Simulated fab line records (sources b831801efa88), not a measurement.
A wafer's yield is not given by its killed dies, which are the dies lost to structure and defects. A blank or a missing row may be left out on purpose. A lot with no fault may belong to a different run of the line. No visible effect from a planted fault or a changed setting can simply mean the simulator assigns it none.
Chamber matching | flow sky130 | SKY_VIA4_CMP_21 on cmp-01: 4 sister chambers
The step polishes, stops on SiO2, t overpolish 25 s, target thk 0 nm. 8 wafers are shown with their chamber, then 6 later ones without.

WAFERS PAIRED WITH THEIR CHAMBERS
wafer  | chamber | time-to-endpoint-s (s) | motor-current-A (A)
L157.5 | 3       | 115                    | 10.7
L158.2 | 3       | 116                    | 10.8
L159.5 | 2       | 124                    | 9.6
L164.2 | 2       | 126                    | 9.3
L164.3 | 0       | 127                    | 11.9
L164.6 | 1       | 120                    | 10.8
L168.2 | 1       | 119                    | 11.2
L168.3 | 0       | 126                    | 11.8

WAFERS WHOSE CHAMBER IS MISSING
wafer  | time-to-endpoint-s (s) | motor-current-A (A)
L168.5 | 122                    | 9.0
L174.1 | 124                    | 11.1
L174.6 | 127                    | 12.1
L175.1 | 121                    | 10.9
L177.4 | 119                    | 12.3
L177.5 | 115                    | 10.7

EACH ONE'S CHAMBER
wafer  | from the rows above     | in truth
L168.5 | 2                       | 2
L174.1 | can't be placed: 1 or 0 | 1
L174.6 | 0                       | 0
L175.1 | 1                       | 1
L177.4 | can't be placed: 1 or 0 | 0
L177.5 | 3                       | 3
Correctly placed: 4 of 6. Cannot be placed on the basis of these rows: 2; the candidates contain the true chamber in 2. Wrongly placed: 0.
How it was worked out, from the rows above alone: a wafer's distance from a chamber is the root of the sum, over the readings, of the square of ((its reading less the chamber's mean) divided by the reading's scatter). If the next closest chamber is less than 2 further off than the closest, the wafer can't be placed; otherwise it belongs to the closest. A chamber's mean is the mean of its shown wafers. How the scatter is found: for the shown wafers, subtract from each reading the mean of its chamber, square and add these, divide the total by (wafers less chambers), then take the root.
